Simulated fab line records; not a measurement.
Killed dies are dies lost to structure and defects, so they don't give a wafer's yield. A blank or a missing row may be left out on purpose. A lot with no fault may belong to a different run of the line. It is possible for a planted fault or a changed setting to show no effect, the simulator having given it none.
fab line records ; flow sky130
[record] lots = 6; wafers = 18; last-day = 50
route steps=708 shown LDD_N@239 PAD_OPEN@708
lots with no fault: from the same line, run without faults
start-h: start of the lot's first displayed wafer, in hours after the record's first day ; wait-h: time in hours since the lot's previous step ; " the same as in the row above ; L1.1+2: a row that stands for several wafers ; - no value present, or no start provided ; * or withheld: withheld ; < > ~ a bound
route shown NAME@n: NAME is a module with steps in the file, n the number in the route of the first one ; usual: mean/standard deviation of fault-free wafers ; same: alike in all rows ; chamber/n: place in a boat ; sites: each site's reading ; _std_site: standard deviation of those values ; _edge_site: inner sites' mean taken away from outer sites' mean ; radius-mm: for every site, how far away it sits from the centre of the wafer ; mask NAME#n: copy n ; behind: the last tool/chamber to shape the wafer ; hold: the reason the lot was held/the length of the hold in hours/how it ended ; device: the n, p or np transistor that did not switch ; end of line: the same wafers' tests at the end of the route ; a step given without rows: its recipe and nothing more ; killed: not the wafer's yield, but the dies lost to structure and defects at the first sort ; map: a wafer's dies, x killed, . not, _ none there
set.NAME: setting as actually run; set.NAME@STEP: the setting as run at that earlier step ; model.NAME: the simulator's own value behind a step, which no gauge read
certain route steps with their lots: each step a table, each wafer a row
services: from which hour (start-h, from the record's first day; less than 0 if before it) a tool's chamber was out of use, for how many hours, and why
[[steps]]
[step SKY_LDD_N_COAT_02]
[recipe] resist = NOVOLAK; spin-rpm = 3000; resist-thk-nm = 300
[step SKY_LDD_N_SOFTBAKE_03]
[recipe] temp-c = 90; time-s = 60; resist = NOVOLAK
[step SKY_LDD_N_EXPOSE_04]
[recipe] mask-id = NTM; target-cd-nm = 840; na = 0.6; source-shape = conventional; sigma-outer = 0.6; dose-mj = 110
[step SKY_LDD_N_PEB_05]
[recipe] temp-c = withheld; time-s = *; resist = NOVOLAK
[step SKY_LDD_N_DEVELOP_06]
[recipe] develop-time-s = 60; dev-temp-c = 23
[step SKY_LDD_N_OVL_MEAS_07]
[usual] LDD_N_OVL = -0.5/1.4
lot.wafer;tool;chamber;start-h;wait-h;LDD_N_OVL[nm]
L986.1;overlay-02;-;411.76;0.1;-2.1
L986.2;overlay-02;-;411.76;0.1;-0.4
L986.4;overlay-02;-;411.76;0.1;0.5
L992.1;overlay-02;-;470.20;0.1;0.3
L992.2;overlay-02;-;470.20;0.1;-0.3
L992.5;overlay-02;-;470.20;0.1;-0.2
L100.3;overlay-02;-;549.62;0.1;0.4
L100.5;overlay-02;-;549.62;0.1;-0.5
L100.6;overlay-02;-;549.62;0.1;-0.4
L101.2;overlay-02;-;557.83;0.1;-5.2
L101.3;overlay-02;-;557.83;0.1;-3.2
L101.5;overlay-02;-;557.83;0.1;-4.4
L106.1;overlay-01;-;591.31;0.1;-0.8
L106.3;overlay-01;-;591.31;0.1;-1.8
L106.5;overlay-01;-;591.31;0.1;-0.6
L107.2;overlay-02;-;594.35;0.1;-1.9
L107.3;overlay-02;-;594.35;0.1;-2.1
L107.5;overlay-02;-;594.35;0.1;-1.2
[step SKY_LDD_N_IMPLANT_08]
[recipe] species = As; energy-kev = 20; dose-cm2 = 7.5e+13; tilt-deg = withheld; rotation-deg = 23
[step SKY_LDD_N_IMPLANT_09]
[recipe] species = As; energy-kev = 20; dose-cm2 = 7.5e+13; tilt-deg = withheld; rotation-deg = 113
[step SKY_LDD_N_IMPLANT_10]
[recipe] species = As; energy-kev = 20; dose-cm2 = 7.5e+13; tilt-deg = withheld; rotation-deg = 203
[step SKY_LDD_N_IMPLANT_11]
[recipe] species = As; energy-kev = 20; dose-cm2 = 7.5e+13; tilt-deg = withheld; rotation-deg = 293
[step SKY_LDD_N_IMPLANT_12]
[recipe] species = BF2; energy-kev = 50; dose-cm2 = 5e+12; tilt-deg = 30; rotation-deg = 0
[step SKY_LDD_N_IMPLANT_13]
[recipe] species = BF2; energy-kev = 50; dose-cm2 = 5e+12; tilt-deg = 30; rotation-deg = 90
[step SKY_LDD_N_IMPLANT_14]
[recipe] species = BF2; energy-kev = 50; dose-cm2 = 5e+12; tilt-deg = 30; rotation-deg = 180
[usual] dose-ions-cm2 = 5.001e+12/5.3e+09; faraday-current-uA = 28.3/0.52
lot.wafer;tool;chamber;start-h;wait-h;dose-ions-cm2;faraday-current-uA
L986.1;implanter-01;0;412.70;0.1;5.005e+12;28.3
L986.2;implanter-01;0;412.70;0.1;4.995e+12;28.1
L986.4;implanter-01;0;412.70;0.1;4.997e+12;28.6
L992.1;implanter-03;0;471.14;0.1;4.996e+12;28.8
L992.2;implanter-03;0;471.14;0.1;4.999e+12;28.1
L992.5;implanter-03;0;471.14;0.1;5.001e+12;28.4
L100.3;implanter-04;0;550.59;0.1;4.992e+12;28.6
L100.5;implanter-04;0;550.59;0.1;4.997e+12;29.1
L100.6;implanter-04;0;550.59;0.1;4.998e+12;27.8
L101.2;implanter-01;0;558.78;0.1;4.805e+12;26.7
L101.3;implanter-01;0;558.78;0.1;4.801e+12;26.5
L101.5;implanter-01;0;558.78;0.1;4.791e+12;27.0
L106.1;implanter-01;0;592.24;0.1;4.805e+12;26.3
L106.3;implanter-01;0;592.24;0.1;4.808e+12;27.2
L106.5;implanter-01;0;592.24;0.1;4.807e+12;26.7
L107.2;implanter-04;0;595.31;0.1;5.006e+12;29.0
L107.3;implanter-04;0;595.31;0.1;5.006e+12;27.7
L107.5;implanter-04;0;595.31;0.1;5.002e+12;28.6
[step SKY_LDD_N_IMPLANT_15]
[recipe] species = BF2; energy-kev = 50; dose-cm2 = 5e+12; tilt-deg = 30; rotation-deg = 270
[step SKY_PAD_OPEN_PROBE_99]
[usual] killed_at_M0_to_M3 = 44/7.2; killed_at_M4_up = 3.1/1.8; killed-at-contacts = 24/4.5; killed-at-front-end = 16/4.4; killed-at-other = 0.2/0.42; killed-dies = 87/8.9; killed-open = 48/6.4; killed-short = 39/6.2
[same] gross-dies = 492; killed-at-back-side = 0
lot.wafer;tool;chamber;start-h;wait-h;killed_at_M0_to_M3;killed_at_M4_up;killed-at-contacts;killed-at-front-end;killed-at-other;killed-dies;killed-open;killed-short
L992.1;prober-01;-;1115.03;0.1;49;4;22;15;0;90;48;42
L992.2;prober-01;-;1115.08;0.1;41;0;29;15;0;85;53;32
L992.5;prober-01;-;1115.23;0.2;31;1;20;16;0;68;44;24
L107.2;prober-02;-;1188.69;0.1;38;3;29;12;0;82;47;35
L107.3;prober-02;-;1188.74;0.2;41;5;26;16;0;88;49;39
L107.5;prober-02;-;1188.84;0.2;45;5;27;13;1;91;48;43
// killed by level:class
L992.1 VIA2:geometric-particle:open=10 VIA1:geometric-particle:short=9 CONTACT:geometric-particle:open=7 LI_CONTACT:geometric-particle:open=6 CONTACT:geometric-particle:short=6 VIA3:geometric-particle:open=6 VIA1:geometric-particle:open=5 METAL2:geometric-particle:short=5
L992.2 CONTACT:geometric-particle:open=10 VIA3:geometric-particle:open=10 LI_CONTACT:geometric-particle:open=9 VIA2:geometric-particle:open=7 FIELD_ISO:geometric-particle:open=6 CONTACT:geometric-particle:short=5 VIA1:geometric-particle:open=5 VIA2:geometric-particle:short=5
L992.5 CONTACT:geometric-particle:open=7 VIA3:geometric-particle:open=7 VIA1:geometric-particle:open=6 FIELD_ISO:geometric-particle:open=5 POLY_GATE:geometric-particle:open=5 FIELD_ISO:geometric-particle:short=4 LOCAL_INTERCONNECT:geometric-particle:short=4 METAL1:geometric-particle:short=4
L107.2 VIA1:geometric-particle:open=13 LI_CONTACT:geometric-particle:open=6 CONTACT:geometric-particle:short=6 CONTACT:geometric-particle:open=6 VIA3:geometric-particle:open=6 LI_CONTACT:geometric-particle:short=5 FIELD_ISO:geometric-particle:open=4 LOCAL_INTERCONNECT:geometric-particle:short=4
L107.3 VIA1:geometric-particle:open=10 LI_CONTACT:geometric-particle:open=8 CONTACT:geometric-particle:open=8 VIA2:geometric-particle:open=7 METAL1:geometric-particle:short=6 VIA1:geometric-particle:short=6 METAL2:geometric-particle:short=5 FIELD_ISO:geometric-particle:short=4
L107.5 CONTACT:geometric-particle:open=11 LI_CONTACT:geometric-particle:open=9 FIELD_ISO:geometric-particle:open=6 VIA3:geometric-particle:open=6 METAL1:geometric-particle:short=6 VIA1:geometric-particle:open=6 METAL2:geometric-particle:short=6 VIA3:geometric-particle:short=5
[[services]]
tool;chamber;start-h;hours;kind
implanter-04;-;400.65;1.7;repair
implanter-04;-;416.44;3.4;pm
implanter-03;-;427.16;1.8;repair
implanter-01;-;431.83;2.7;repair
implanter-04;-;444.44;2.9;repair
implanter-04;-;564.65;0.5;repair
implanter-04;-;588.23;1.9;repair
[[key]]
[first-sign] step = SKY_LDD_N_IMPLANT_14; reading = dose-ions-cm2; direction = down; sigmas = 37; usual = *; struck = *
[effect] step = SKY_LDD_N_IMPLANT_14; reading = faraday-current-uA; direction = down; sigmas = 3; usual = 28.3; struck = 26.7
met-at SKY_LDD_N_IMPLANT_14
struck-wafers L101.2,L101.3,L101.5,L106.1,L106.3,L106.5
tester-left-out L101,L106
onset-between 412.70 558.78
[fault] kind = process-parameter-drift; tool = implanter-01; chamber = -; onset-h = 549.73; steps = SKY_LDD_N_IMPLANT_14; channel = dose-cm2; offset = *; shape = step; end-h = 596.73; acts-in = *; stated = *
// tester-left-out: of these lots the tester's yield and bins aren't shown, on N5 and GAA mostly nor the transistor test; their killed dies are dies lost to structure and defects alone, not to doping, threshold or leakage, so they don't give the yield
